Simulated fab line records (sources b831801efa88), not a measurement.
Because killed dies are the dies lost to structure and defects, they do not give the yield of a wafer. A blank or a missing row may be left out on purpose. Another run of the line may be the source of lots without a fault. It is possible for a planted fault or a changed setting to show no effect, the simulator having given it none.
Chamber matching / flow gf180mcu / cmp-01 running GF_CONTACT_CMP_04: 4 sister chambers
The step polishes SiO2. 8 wafers are shown with their chamber, then 7 later ones without.

## WAFERS, EACH WITH ITS CHAMBER
wafer=L422.5; chamber=2; motorCurrentA (A)=12.7; timeToEndpointS (s)=113
wafer=L423.1; chamber=2; motorCurrentA (A)=12.2; timeToEndpointS (s)=110
wafer=L423.6; chamber=3; motorCurrentA (A)=14.6; timeToEndpointS (s)=119
wafer=L428.4; chamber=0; motorCurrentA (A)=11.6; timeToEndpointS (s)=105
wafer=L428.5; chamber=1; motorCurrentA (A)=12.3; timeToEndpointS (s)=108
wafer=L431.2; chamber=0; motorCurrentA (A)=11.8; timeToEndpointS (s)=108
wafer=L431.3; chamber=1; motorCurrentA (A)=12.1; timeToEndpointS (s)=106
wafer=L431.4; chamber=3; motorCurrentA (A)=13.4; timeToEndpointS (s)=113

## WAFERS WHOSE CHAMBER IS MISSING
wafer=L436.1; motorCurrentA (A)=13.7; timeToEndpointS (s)=108
wafer=L436.5; motorCurrentA (A)=11.8; timeToEndpointS (s)=106
wafer=L436.6; motorCurrentA (A)=11.3; timeToEndpointS (s)=104
wafer=L437.1; motorCurrentA (A)=13.6; timeToEndpointS (s)=102
wafer=L437.4; motorCurrentA (A)=11.2; timeToEndpointS (s)=102
wafer=L439.1; motorCurrentA (A)=12.7; timeToEndpointS (s)=105
wafer=L439.2; motorCurrentA (A)=14.0; timeToEndpointS (s)=105

## WHICH CHAMBER EACH WENT THROUGH
wafer=L436.1; from the rows above=can't be placed: 2 or 3 or 1 or 0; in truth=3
wafer=L436.5; from the rows above=can't be placed: 0 or 1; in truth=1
wafer=L436.6; from the rows above=can't be placed: 0 or 1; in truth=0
wafer=L437.1; from the rows above=can't be placed: 1 or 2 or 0 or 3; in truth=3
wafer=L437.4; from the rows above=can't be placed: 0 or 1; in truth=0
wafer=L439.1; from the rows above=can't be placed: 1 or 0 or 2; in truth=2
wafer=L439.2; from the rows above=can't be placed: 1 or 2 or 3 or 0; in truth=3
Placed correctly: 0 of 7. From these rows, 7 cannot be placed; in 7 the true chamber is one of the candidates. Wrongly placed: 0.
How it was worked out, from the rows above alone: a wafer's distance from a chamber is the root of the sum, over the readings, of the square of ((its reading less the chamber's mean) divided by the reading's scatter). If the next closest chamber is less than 2 further off than the closest, the wafer can't be placed; otherwise it belongs to the closest. The mean given for a chamber averages the wafers shown for that chamber. The scatter is the square root of a quotient: the sum, over the shown wafers, of each reading's squared deviation from its chamber's mean, divided by wafers minus chambers.
